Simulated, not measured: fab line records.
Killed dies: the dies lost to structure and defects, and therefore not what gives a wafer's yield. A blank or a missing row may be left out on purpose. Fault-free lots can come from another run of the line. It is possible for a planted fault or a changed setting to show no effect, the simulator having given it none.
Code-filled problem report in 8D (eight disciplines) form + flow sky130 + the parts of the form that need people (team, actions taken, sign-off) are left out

== 1. THE ISSUE ==
Wafers free of any fault read 1028 nm (standard deviation 12) for VIA1_HDPCVD_THK at SKY_VIA1_THK_MEAS_01, against a mean of 515 nm on 3 wafers of 2 lots. That is -43 standard deviations from the usual mean.
Earliest sighting: wafer L311.1 on film-metro-02 at day 35 02:46. The record has a number at this step for 36 wafers belonging to 12 lots. By rule, "out" or "out of limits" means more than 4 standard deviations away from the usual mean. Any other wafer with a number is counted as sound.

== 2. WHAT IT IS, WHAT IT ISN'T ==
| question                    | is                     | is not                                                                                             |
|-----------------------------|------------------------|----------------------------------------------------------------------------------------------------|
| which readings at this step | VIA1_HDPCVD_THK        | -                                                                                                  |
| which lots                  | L311, L313             | L305, L306, L308, L309, L310, L323, L324, L325, L326, L327                                         |
| which wafers of those lots  | L311.1, L311.4, L313.2 | L311.3, L313.1, L313.4                                                                             |
| read on which gauges        | film-metro-02          | film-metro-01, film-metro-03                                                                       |
| when                        | from day 35 02:46      | up to then (16 sound wafers); but 17 sound wafers of L313, L323, L324, L325, L326, L327 came after |

== 3. SUSPECTS, AND WHAT RULES EACH OUT ==
Counting: a tool at a process step up to the reading stays a suspect if it ran every lot that is out. Sound lots after the first of them don't rule it out here, since some wafers of a struck lot are sound.
- the gauge at SKY_VIA1_THK_MEAS_01 has been ruled out. All the wafers that are out were read on film-metro-02, but those of them that SKY_VIA1_HDPCVD_00 has rows for are out there too, on other tools.
- cmp-01 at SKY_CONTACT_CMP_27 (polishes, stops on SiO2, t overpolish 15 s, target thk 0 nm): kept. It processed each lot that is out (first: L311, day 33 21:59); up to then, its last sound lot is L310 (day 33 11:02).
- hdpcvd-01 at SKY_VIA1_HDPCVD_00 (deposits SiO2, target thk 1030 nm, time 171.7 s): kept. It processed each lot that is out (first: L311, day 35 02:40); up to then, its last sound lot is L310 (day 34 14:29). Its own sih4-flow-sccm readings are out on those wafers.
- In hdpcvd-01 at SKY_VIA1_HDPCVD_00, the wafers that are out were processed in chamber 0 and their sound lot-mates in chambers 1, 2.
The count leaves hdpcvd-01 at SKY_VIA1_HDPCVD_00 and cmp-01 at SKY_CONTACT_CMP_27.

== 4. THE CAUSE (what the simulator had put in) ==
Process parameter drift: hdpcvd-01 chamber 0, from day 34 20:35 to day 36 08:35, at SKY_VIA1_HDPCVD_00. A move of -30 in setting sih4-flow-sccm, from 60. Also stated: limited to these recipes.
Of the 2 suspects that counting leaves, this tool is one.

== 5. THE EFFECT CHAIN, in route order ==
One row per reading whose mean, taken over the struck wafers that have a number, lies over 3 standard deviations from the usual. Readings are gone through only where the record gives a usual standard deviation; hours: the median, over the lots, of the time from a lot's start at the first step in this table giving one to that lot's start at this step; sigmas: the change measured in usual standard deviations.
| hours | step                 | reading         | usual      | on struck wafers | change | sigmas      |
|-------|----------------------|-----------------|------------|------------------|--------|-------------|
| 0     | SKY_VIA1_HDPCVD_00   | sih4-flow-sccm  | 59.99 sccm | 29.89            | -30.10 | -99 or more |
| 0     | SKY_VIA1_THK_MEAS_01 | VIA1_HDPCVD_THK | 1028 nm    | 515              | -513   | -43         |
The process steps in it:
- SKY_VIA1_HDPCVD_00: deposits SiO2, target thk 1030 nm, time 171.7 s.

== 6. WHAT WOULD HAVE CAUGHT IT SOONER ==
6 hours passed between the start of the fault at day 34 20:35 and the first reading out of limits at a measuring or inspecting step in this record, taken at day 35 02:46.
At SKY_VIA1_HDPCVD_00, the tool's own readings (sih4-flow-sccm) were out on each struck wafer the step has a row for, so an alarm limit on them would have fired on the first such wafer.
Among the 2 lots that are out, L313 began SKY_VIA1_HDPCVD_00 on hdpcvd-01 after day 35 02:46. A hold on the tool at that time would have spared it.
